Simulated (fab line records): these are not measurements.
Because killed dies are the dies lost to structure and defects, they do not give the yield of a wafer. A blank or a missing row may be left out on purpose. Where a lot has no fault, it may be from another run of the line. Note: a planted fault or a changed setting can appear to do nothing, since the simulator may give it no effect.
fab line records    flow sfq-line
record lots=14  wafers=42  last-day=83
route steps=325 shown I1@81 JJ@180 I5@238 I7@299
lots untouched by any fault: they come from a run of this same line in which no faults occurred
start-h: the number of hours between the record's first day and the start of the first shown wafer of the lot    wait-h: hours from the lot's prior step to this one    " unchanged from the row above    L1.1+2: a single row standing in for several wafers    - no value present, or no start provided    * or withheld: withheld    < > ~ a bound
route shown NAME@n: NAME is a module with steps in the file, n the number in the route of the first one    usual: the fault-free wafers' mean and standard deviation    same: alike in all rows    chamber/n: place in a boat    sites: the reading at each site    _std_site: standard deviation of those values    _edge_site: mean of outer sites minus mean of inner sites    radius-mm: how far each site lies from the wafer's centre    mask NAME#n: copy n    behind: the most recent tool/chamber to have shaped the wafer    hold: why the lot went on hold/how many hours it stayed there/how the hold came to an end    device: the transistor (n, p or np) that didn't switch    end of line: tests of these same wafers at the route's end    a step with no rows: only its recipe    killed: the dies lost at the first sort to structure and to defects; this is not the yield of the wafer    map: a wafer's dies, marking killed ones x, the rest . and places with no die _
set.NAME: the run value of the setting; set.NAME@STEP: its run value at that earlier step    model.NAME: the simulator's own value behind a step, which no gauge read
route steps across a sampled set of lots; one table per step, one row per wafer
services: from which hour (start-h, from the record's first day; less than 0 if before it) a tool's chamber was out of use, for how many hours, and why
## steps
# step SFQ_TRILAYER_I1_VIA_LITHO_PEB_052
# recipe peb-temp-c=115  peb-time-s=60  resist=KrF
# usual chill-plate-temp-C=23.01/0.095  exhaust-pa=44.9/0.87
lot.wafer  tool            chamber  start-h  wait-h  chill-plate-temp-C  exhaust-pa
L235.3     litho-track-01  0        531.23   0.7     22.95               45.3
L235.4     "               0        "        "       22.93               47.2
L235.5     "               0        "        "       23.00               44.9
L236.4     litho-track-01  0        546.85   0.5     23.11               45.1
L236.5     "               0        "        "       23.13               45.5
L236.6     "               0        "        "       23.20               43.6
L238.3     litho-track-03  0        579.23   0.7     23.07               44.9
L238.4     "               0        "        "       23.06               44.6
L238.6     "               0        "        "       23.05               43.7
L240.2     litho-track-03  -        588.80   0.8     -                   -
L240.3     "               -        "        "       -                   -
L240.6     "               -        "        "       -                   -
L241.1     litho-track-03  -        611.78   1.0     -                   -
L241.3     "               -        "        "       -                   -
L241.6     "               -        "        "       -                   -
L244.3     litho-track-01  0        626.66   0.7     23.04               45.2
L244.5     "               0        "        "       23.06               45.5
L244.6     "               0        "        "       23.24               44.0
L245.2     litho-track-03  0        633.30   0.8     22.86               44.3
L245.3     "               0        "        "       22.98               44.8
L245.4     "               0        "        "       22.78               44.3
L246.4     litho-track-02  0        797.50   0.5     23.11               46.3
L246.5     "               0        "        "       23.06               45.5
L246.6     "               0        "        "       23.03               45.6
L247.1     litho-track-02  0        805.83   1.0     23.12               45.5
L247.4     "               0        "        "       23.11               44.0
L247.6     "               0        "        "       23.01               45.5
L248.1     litho-track-01  0        822.55   1.0     23.04               43.4
L248.3     "               0        "        "       23.07               44.8
L248.5     "               0        "        "       23.10               47.0
L252.1     litho-track-03  0        846.68   1.0     23.03               44.5
L252.2     "               0        "        "       23.03               44.1
L252.4     "               0        "        "       22.99               45.2
L253.2     litho-track-02  0        864.70   0.8     22.98               45.5
L253.3     "               0        "        "       22.95               45.2
L253.6     "               0        "        "       22.97               43.9
L254.1     litho-track-03  0        874.28   1.0     23.03               43.0
L254.3     "               0        "        "       22.88               43.7
L254.5     "               0        "        "       23.07               45.5
L255.1     litho-track-02  0        877.88   1.0     22.94               45.2
L255.3     "               0        "        "       22.86               45.2
L255.4     "               0        "        "       22.96               45.5
# step SFQ_TRILAYER_JJ_TRILAYER_DEP_SPUTTER_110
# recipe material=Al  base-pressure-pa=1.33e-06  target-thk-nm=8  power-w=500  time-s=10  chamber-pressure-pa=0.4
# usual throttle-valve-pct=29.8/1.1
# same time-s=10
lot.wafer  tool            chamber  start-h  wait-h  throttle-valve-pct
L235.3     pvd-sputter-04  -        1057.20  0.0     29.2
L235.4     "               -        "        "       31.5
L235.5     "               -        "        "       29.6
L236.4     pvd-sputter-04  -        1062.12  0.0     31.6
L236.5     "               -        "        "       29.9
L236.6     "               -        "        "       29.2
L238.3     pvd-sputter-06  -        1081.21  0.0     28.8
L238.4     "               -        "        "       31.2
L238.6     "               -        "        "       30.8
L240.2     pvd-sputter-06  -        1218.24  0.0     29.0
L240.3     "               -        "        "       28.4
L240.6     "               -        "        "       28.8
L241.1     pvd-sputter-04  -        1246.51  0.0     31.7
L241.3     "               -        "        "       30.6
L241.6     "               -        "        "       29.1
L244.3     pvd-sputter-06  -        1337.44  0.0     28.4
L244.5     "               -        "        "       28.0
L244.6     "               -        "        "       30.9
L245.2     pvd-sputter-04  -        1347.18  0.0     29.0
L245.3     "               -        "        "       31.5
L245.4     "               -        "        "       29.9
L246.4     pvd-sputter-05  -        1350.77  0.0     29.9
L246.5     "               -        "        "       30.0
L246.6     "               -        "        "       31.1
L247.1     pvd-sputter-06  -        1356.80  0.0     31.0
L247.4     "               -        "        "       28.3
L247.6     "               -        "        "       30.8
L248.1     pvd-sputter-04  -        1363.09  0.0     31.6
L248.3     "               -        "        "       30.7
L248.5     "               -        "        "       30.6
L252.1     pvd-sputter-04  -        1528.74  0.0     29.6
L252.2     "               -        "        "       31.7
L252.4     "               -        "        "       30.7
L253.2     pvd-sputter-04  -        1541.52  0.0     30.7
L253.3     "               -        "        "       29.5
L253.6     "               -        "        "       29.3
L254.1     pvd-sputter-05  -        1552.32  0.0     30.0
L254.3     "               -        "        "       31.3
L254.5     "               -        "        "       30.3
L255.1     pvd-sputter-04  -        1555.92  0.0     30.5
L255.3     "               -        "        "       29.1
L255.4     "               -        "        "       31.5
# step SFQ_TRILAYER_I5_STRIP_STRIP_148
# recipe gas=O2  power-w=200  platen-temp-c=40  overash-fraction=0.65  chemistry=O2  pressure-mtorr=50
# usual drypump-motor-current-A=5.6/0.53  oes-product-au=0.994/0.0089
lot.wafer  tool          chamber  start-h  wait-h  drypump-motor-current-A  oes-product-au  rf-hours-counter-h
L235.3     rie-metal-01  1        1427.50  -       6.1                      0.992           -
L235.4     "             0        "        "       5.9                      1.011           -
L235.5     "             1        "        "       6.0                      0.994           -
L236.4     rie-metal-01  1        1431.10  -       6.1                      0.984           -
L236.5     "             1        "        "       6.1                      0.982           -
L236.6     "             0        "        "       5.9                      0.990           -
L238.3     rie-metal-01  0        1435.90  -       5.9                      1.005           -
L238.4     "             1        "        "       6.0                      0.984           -
L238.6     "             0        "        "       5.9                      1.007           -
L240.2     rie-metal-04  1        1495.09  -       5.0                      0.990           -
L240.3     "             1        "        "       5.0                      0.990           -
L240.6     "             1        "        "       5.0                      0.994           -
L241.1     rie-metal-04  1        1553.88  -       5.0                      0.987           126
L241.3     "             1        "        "       5.0                      0.990           -
L241.6     "             0        "        "       6.2                      0.996           -
L244.3     rie-metal-01  1        1627.03  -       6.0                      0.984           -
L244.5     "             1        "        "       6.1                      0.990           -
L244.6     "             0        "        "       5.9                      0.994           -
L245.2     rie-metal-02  0        1628.03  -       4.9                      1.008           59
L245.3     "             1        "        "       6.0                      0.993           -
L245.4     "             0        "        "       4.8                      0.999           -
L246.4     rie-metal-02  1        1629.43  -       6.0                      0.997           -
L246.5     "             1        "        "       6.0                      1.002           -
L246.6     "             0        "        "       4.8                      1.006           -
L247.1     rie-metal-04  1        1637.63  -       5.0                      0.987           142
L247.4     "             1        "        "       5.0                      0.997           -
L247.6     "             1        "        "       5.0                      0.991           -
L248.1     rie-metal-04  1        1642.43  -       5.0                      0.991           142
L248.3     "             0        "        "       6.3                      0.993           -
L248.5     "             0        "        "       6.3                      0.995           -
L252.1     rie-metal-04  1        1666.28  -       5.1                      0.990           145
L252.2     "             1        "        "       5.0                      0.984           -
L252.4     "             1        "        "       5.0                      0.970           -
L253.2     rie-metal-04  0        1673.48  -       6.2                      1.001           25
L253.3     "             0        "        "       6.2                      0.997           -
L253.6     "             0        "        "       6.2                      1.000           -
L254.1     rie-metal-01  0        1687.88  -       5.9                      0.998           22
L254.3     "             0        "        "       5.8                      0.997           -
L254.5     "             1        "        "       6.0                      1.008           -
L255.1     rie-metal-04  0        1689.21  -       6.2                      0.987           27
L255.3     "             0        "        "       6.2                      1.003           -
L255.4     "             1        "        "       5.0                      0.990           -
# step SFQ_TRILAYER_I7_METRO_MEASURE_185
# usual thk-nm=199.4/1.4
lot.wafer  tool           chamber  start-h  wait-h  thk-nm
L235.3     film-metro-02  -        1616.41  0.5     201.4
L235.4     "              -        "        "       198.5
L235.5     "              -        "        "       198.9
L236.4     film-metro-03  -        1617.84  0.6     197.5
L236.5     "              -        "        "       197.5
L236.6     "              -        "        "       197.2
L238.3     film-metro-02  -        1620.64  0.5     198.9
L238.4     "              -        "        "       200.0
L238.6     "              -        "        "       200.8
L240.2     film-metro-01  -        1626.44  0.3     198.7
L240.3     "              -        "        "       198.8
L240.6     "              -        "        "       197.4
L241.1     film-metro-01  -        1667.88  0.1     199.4
L241.3     "              -        "        "       197.6
L241.6     "              -        "        "       199.6
L244.3     film-metro-01  -        1712.76  0.5     200.2
L244.5     "              -        "        "       198.9
L244.6     "              -        "        "       200.9
L245.2     film-metro-02  -        1719.70  0.3     198.6
L245.3     "              -        "        "       198.9
L245.4     "              -        "        "       201.1
L246.4     film-metro-02  -        1748.38  0.6     197.0
L246.5     "              -        "        "       198.2
L246.6     "              -        "        "       198.2
L247.1     film-metro-01  -        1764.65  0.1     199.2
L247.4     "              -        "        "       197.5
L247.6     "              -        "        "       198.1
L248.1     film-metro-02  -        1771.82  0.1     200.4
L248.3     "              -        "        "       202.5
L248.5     "              -        "        "       202.0
L252.1     film-metro-03  -        1801.43  0.1     198.9
L252.2     "              -        "        "       197.8
L252.4     "              -        "        "       198.1
L253.2     film-metro-01  -        1835.57  0.3     199.5
L253.3     "              -        "        "       199.4
L253.6     "              -        "        "       198.9
L254.1     film-metro-03  -        1910.41  0.1     198.9
L254.3     "              -        "        "       202.3
L254.5     "              -        "        "       199.2
L255.1     film-metro-02  -        1913.41  0.1     200.1
L255.3     "              -        "        "       198.9
L255.4     "              -        "        "       197.5
## services
tool            chamber  start-h  hours  kind
film-metro-02   -        520.36   0.4    pm
film-metro-02   -        532.20   1.0    pm
film-metro-02   -        565.32   0.9    pm
film-metro-02   -        569.32   0.9    pm
pvd-sputter-04  -        588.77   3.8    repair
rie-metal-04    -        589.99   1.6    repair
film-metro-02   -        597.66   1.8    pm
film-metro-02   -        619.85   4.0    repair
rie-metal-04    0        630.02   3.7    repair
pvd-sputter-04  -        637.19   2.3    repair
pvd-sputter-04  -        654.92   9.8    repair
rie-metal-04    -        786.78   0.5    repair
rie-metal-04    -        804.67   0.2    repair
pvd-sputter-04  -        929.46   3.9    repair
pvd-sputter-04  -        1205.86  13.4   repair
rie-metal-04    0        1256.47  6.9    repair
rie-metal-04    -        1375.47  2.8    pm
pvd-sputter-04  -        1448.95  1.2    repair
pvd-sputter-04  -        1596.63  4.9    repair
rie-metal-04    -        1629.21  1.4    pm
rie-metal-04    0        1661.82  7.4    repair
pvd-sputter-04  -        1679.43  1.0    repair
rie-metal-04    -        1753.40  0.9    repair
rie-metal-04    1        1757.32  8.2    repair
## key
first-sign step=SFQ_TRILAYER_I1_VIA_LITHO_PEB_052  reading=tool-record  direction=missing
effect none on later readings
met-at SFQ_TRILAYER_I1_VIA_LITHO_PEB_052
struck-lots L240,L241
not-acting-at SFQ_TRILAYER_JJ_TRILAYER_DEP_SPUTTER_110,SFQ_TRILAYER_I5_STRIP_STRIP_148,SFQ_TRILAYER_I7_METRO_MEASURE_185
onset-between 579.23 588.80
fault kind=skipped-step-whole  tool=litho-track-03  chamber=-  onset-h=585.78  steps=SFQ_TRILAYER_I1_VIA_LITHO_PEB_052  scope=struck-lots-only
